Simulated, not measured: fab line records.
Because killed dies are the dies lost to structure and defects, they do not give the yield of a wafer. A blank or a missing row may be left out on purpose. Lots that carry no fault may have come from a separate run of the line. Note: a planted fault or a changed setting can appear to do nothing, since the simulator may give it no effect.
Comparing a struck lot with a sound one    flow sky130    24 steps out of a route of 708
Sound: the wafers L206.4, L206.5, L206.6. Struck: wafer L212.5 (left out: L212.3, L212.4 of the same lot, which were not struck); the cause appears at the end.
Order at every step that has rows: each side's tool, ch and its chambers, its first start. Under that, the readings that differ: sound wafers    struck wafers    difference of the means    sigmas: that difference in standard deviations of wafers without a fault.
alike: readings whose means differ by less than 2 such deviations, and words and numbers that are the same on both sides. not compared: withheld readings, readings that some wafer has no value for, bounds like >300 that may hide the same value, and numbers for which the record gives no deviation and whose values overlap.
Wherever a step has rows on one side only, a row that says differs or no value, or a row with sigmas, the two part there. Numbers that have no deviation but don't overlap get no sigmas and don't part them. A reading missing from all wafers of one side parts the sides only when that side holds two or more wafers.

first, 4 steps without rows for these wafers: SKY_METAL5_SOFTBAKE_10 (time 60 s); SKY_METAL5_EXPOSE_11 (exposes mask MM5, target cd 1600 nm); SKY_METAL5_PEB_12; SKY_METAL5_DEVELOP_13 (develop time 60 s).
SKY_METAL5_DESCUM_14: chemistry O2, time 11 s.
  sound on rieMetal-02 ch 0,1, day 45 11:31; struck on rieMetal-03 ch 1, day 47 03:37
  alike: drypumpMotorCurrentA, heBacksideLeakSccm, oesProductAu, tempC
  not compared: rfHoursCounterH
SKY_METAL5_METAL_ETCH_15: etches the open film in Cl2/BCl3, stops on SiO2, target depth 1260 nm, time 252 s.
  sound on rieMetal-02 ch 0,1, day 45 11:37; struck on rieMetal-03 ch 1, day 47 03:43
  alike: drypumpMotorCurrentA, heBacksideLeakSccm, oesProductAu, throttleValvePct
  not compared: rfHoursCounterH
SKY_METAL5_STRIP_16: strips in O2/N2.
  sound on plasmaAsher-04 ch 0,1, day 45 11:49; struck on plasmaAsher-04 ch 1, day 47 03:55
  alike: drypumpMotorCurrentA, oesProductAu, stripTimeToEndpointS
  not compared: rfHoursCounterH
then, 3 steps without rows for these wafers: SKY_METAL5_STRIP_17 (strips in post etch residue remover, time 1200 s); SKY_METAL5_CLEAN_18 (cleans in IPA, time 180 s); SKY_METAL5_CLEAN_19 (cleans in O3/DIW).
SKY_PASSIVATION_CVD_00: deposits SiO2, target thk 90 nm.
  sound on pecvd-01 ch 0,1,2, day 45 12:23; struck on pecvd-01 ch 2, day 47 04:49
  alike: heaterPowerW
SKY_PASSIVATION_THK_MEAS_01:
  sound on filmMetro-03 at day 45 12:25; struck on filmMetro-01 at day 47 04:51
  alike: PASSIVATION_CVD_00_THK
SKY_PASSIVATION_CVD_02: deposits Si3N4, target thk 540 nm.
  sound on pecvd-02 ch 0,1,2, day 45 12:34; struck on pecvd-02 ch 0, day 47 04:53
  alike: heaterPowerW
SKY_PASSIVATION_THK_MEAS_03:
  sound on filmMetro-01 at day 45 12:43; struck on filmMetro-02 at day 47 05:08
reading                      sound        struck  difference  sigmas
PASSIVATION_CVD_02_THK (nm)  554 548 546  482     -67         -9
then, 7 steps without rows for these wafers: SKY_PASSIVATION_DEHYDRATE_04 (time 60 s); SKY_PASSIVATION_HMDS_05 (prime time 60 s); SKY_PASSIVATION_COAT_06 (resist thk 3000 nm); SKY_PASSIVATION_SOFTBAKE_07; SKY_PASSIVATION_EXPOSE_08 (exposes mask NSM, target cd 3000 nm); SKY_PASSIVATION_PEB_09; SKY_PASSIVATION_DEVELOP_10 (develop time 60 s).
SKY_PASSIVATION_ETCH_11: etches the open film in CF4/O2, stops on AlCu, target depth 725 nm, time 161.1 s.
  sound on rieDiel-03 ch 1,2, day 46 09:44; struck on rieDiel-01 ch 0, day 48 00:59
reading               sound              struck  difference  sigmas
oesProductAu (a.u.)   0.976 0.981 0.990  0.927   -0.055      -7
throttleValvePct (%)  5.957 5.981 5.972  5.945   -0.025      -3
  alike: drypumpMotorCurrentA
  not compared: rfHoursCounterH
SKY_PASSIVATION_STRIP_12: strips in O2/N2.
  sound on plasmaAsher-03 ch 0,1, day 46 09:53; struck on plasmaAsher-02 ch 1, day 48 01:08
  alike: drypumpMotorCurrentA, oesProductAu, stripTimeToEndpointS
  not compared: rfHoursCounterH
SKY_PAD_OPEN_PROBE_99:
  sound on prober-01 at day 47 08:32; struck on prober-02 at day 48 22:21
reading          sound  struck  difference  sigmas
killed_at_M4_up  5 4 3  8       +4          +2
  alike: defectLimitedYield, killed_at_M0_to_M3, killedAtContacts, killedAtFrontEnd, killedAtOther, killedDies, killedOpen, killedShort, sort_bin_3_pad_short, sort_bin_5_function, sort_bin_6_memory, sortNPass, sortYieldPct

## WHERE THEY PART
Last at SKY_PAD_OPEN_PROBE_99 as far as this record goes, first at SKY_PASSIVATION_THK_MEAS_03.

WHY: whatever the simulator had introduced
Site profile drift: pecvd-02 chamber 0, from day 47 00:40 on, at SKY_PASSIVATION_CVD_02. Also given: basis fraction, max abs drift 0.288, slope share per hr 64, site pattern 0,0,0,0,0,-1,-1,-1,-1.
